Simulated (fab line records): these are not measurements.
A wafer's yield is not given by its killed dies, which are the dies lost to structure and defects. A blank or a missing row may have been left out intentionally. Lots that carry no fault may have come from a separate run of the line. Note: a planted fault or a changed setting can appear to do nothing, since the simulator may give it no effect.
A struck lot beside a sound one	flow sky130	35 steps out of a route of 708
Sound: these wafers, L281.2, L281.4, L281.6. Wafers L290.1, L290.3, L290.4 were the ones struck. At the end, the cause is stated.
Each step with rows lists, per side, the tool, then ch with its chambers, then its first start. Under that, the readings that differ: sound wafers	struck wafers	difference of the means	sigmas: that difference in standard deviations of wafers without a fault.
alike: readings whose means differ by less than 2 such deviations, and words and numbers that are the same on both sides. not compared: withheld readings, readings that some wafer has no value for, bounds like >300 that may hide the same value, and numbers for which the record gives no deviation and whose values overlap.
Wherever a step has rows on one side only, a row that says differs or no value, or a row with sigmas, the two part there. Non-overlapping numbers with no deviation appear without sigmas and do not part them. A reading that every wafer of one side lacks parts them only if that side has two wafers or more.

first, 10 steps without rows for these wafers: SKY_VIA3_CLEAN_18 (cleans in IPA, time 180 s); SKY_VIA3_CLEAN_19 (cleans in O3/DIW); SKY_VIA3_SPUTTER_20 (material TiN, target thk 20 nm, time 80 s); SKY_VIA3_CVD_21 (deposits W, target thk 390 nm, time 117.31 s); SKY_VIA3_CMP_24 (polishes, stops on SiO2, t overpolish 20 s, target thk 0 nm); SKY_METAL4_SPUTTER_00 (material Ti, target thk 15 nm, time 10 s); SKY_METAL4_SPUTTER_01 (material TiN, target thk 20 nm, time 16.7 s); SKY_METAL4_SPUTTER_02 (material AlCu, target thk 735 nm, time 39.1 s); SKY_METAL4_SPUTTER_03 (material Ti, target thk 5 nm, time 3.3 s); SKY_METAL4_SPUTTER_04 (material TiN, target thk 70 nm, time 58.3 s).
SKY_CAP2M_CVD_00: deposits SiO2, target thk 15.5 nm.
  sound on pecvd-02 ch 1,2, day 41 09:19; struck on pecvd-02 ch 1,2, day 44 06:56
  alike: heater_power_w, susceptor_temp_C
then, 23 steps without rows for these wafers: SKY_CAP2M_SPUTTER_02 (material TiN, target thk 200 nm, time 166.7 s); SKY_CAP2M_DEHYDRATE_05 (time 60 s); SKY_CAP2M_HMDS_06 (prime time 60 s); SKY_CAP2M_COAT_07 (resist thk 1140 nm); SKY_CAP2M_SOFTBAKE_08 (time 60 s); SKY_CAP2M_EXPOSE_09 (exposes mask CAP2M, target cd 1000 nm); SKY_CAP2M_PEB_10; SKY_CAP2M_DEVELOP_11 (develop time 60 s); SKY_CAP2M_METAL_ETCH_13 (etches TiN in Cl2/BCl3, stops on SiO2, target depth 220 nm, time 62.9 s); SKY_CAP2M_STRIP_14 (strips in O2/N2); SKY_CAP2M_STRIP_15 (strips in post etch residue remover, time 1200 s); SKY_CAP2M_CLEAN_16 (cleans in IPA, time 180 s); SKY_CAP2M_CLEAN_17 (cleans in O3/DIW); SKY_METAL4_DEHYDRATE_05 (time 60 s); SKY_METAL4_HMDS_06 (prime time 60 s); SKY_METAL4_COAT_07 (resist thk 60 nm); SKY_METAL4_COAT_08 (resist thk 1140 nm); SKY_METAL4_SOFTBAKE_09 (time 90 s); SKY_METAL4_EXPOSE_10 (exposes mask MM4, target cd 300 nm); SKY_METAL4_PEB_11; SKY_METAL4_DEVELOP_12 (develop time 60 s); SKY_METAL4_DESCUM_15 (chemistry O2, time 8 s); SKY_METAL4_ETCH_16 (etches BARC in N2/H2, stops on SiO2, time 91.81 s, target depth 60 nm).
-- the record jumps here: 5 days lie between the struck wafers' starts before and after (it left off in module METAL4 and takes up again in module PAD_OPEN, whose first step shown is number 708 of the route) --
SKY_PAD_OPEN_PROBE_99:
  struck on prober-01, day 49 12:17; sound on prober-01, day 47 04:09
reading	sound	struck	difference	sigmas
defect_limited_yield (%)	83.1 82.5 84.8	71.1 74.6 74.8	-10.0	-5
killed_at_other	0 0 0	65 50 52	+56	+99 or more
killed_dies	83 86 75	142 125 124	+49	+5
sort_bin_3_pad_short (%)	1.6 1.0 0	6.3 4.9 3.0	+3.9	+9
sort_bin_5_function (%)	9.6 11.0 9.6	15.9 13.8 15.0	+4.8	+3
sort_n_pass	409 406 417	350 367 368	-49	-5
sort_yield_pct (%)	83.1 82.5 84.8	71.1 74.6 74.8	-10.0	-5
model.etest.tester.sort_n_pass	409 406 417	350 367 368	-49	
model.etest.tester.sort_yield_pct (%)	83.13 82.52 84.76	71.14 74.59 74.8	-9.96	
model.etest.tester.sort_bin_5_pct (%)	9.553 10.98 9.553	15.85 13.82 15.04	+4.87	
model.etest.tester.sort_bin_3_pct (%)	1.626 1.016 0	6.301 4.878 3.049	+3.862	
  alike: killed_at_M0_to_M3, killed_at_M4_up, killed_at_contacts, killed_at_front_end, killed_open, killed_short, sort_bin_6_memory

== WHERE THEY PART ==
SKY_PAD_OPEN_PROBE_99 only, going by this record.

WHY: the cause the simulator had injected
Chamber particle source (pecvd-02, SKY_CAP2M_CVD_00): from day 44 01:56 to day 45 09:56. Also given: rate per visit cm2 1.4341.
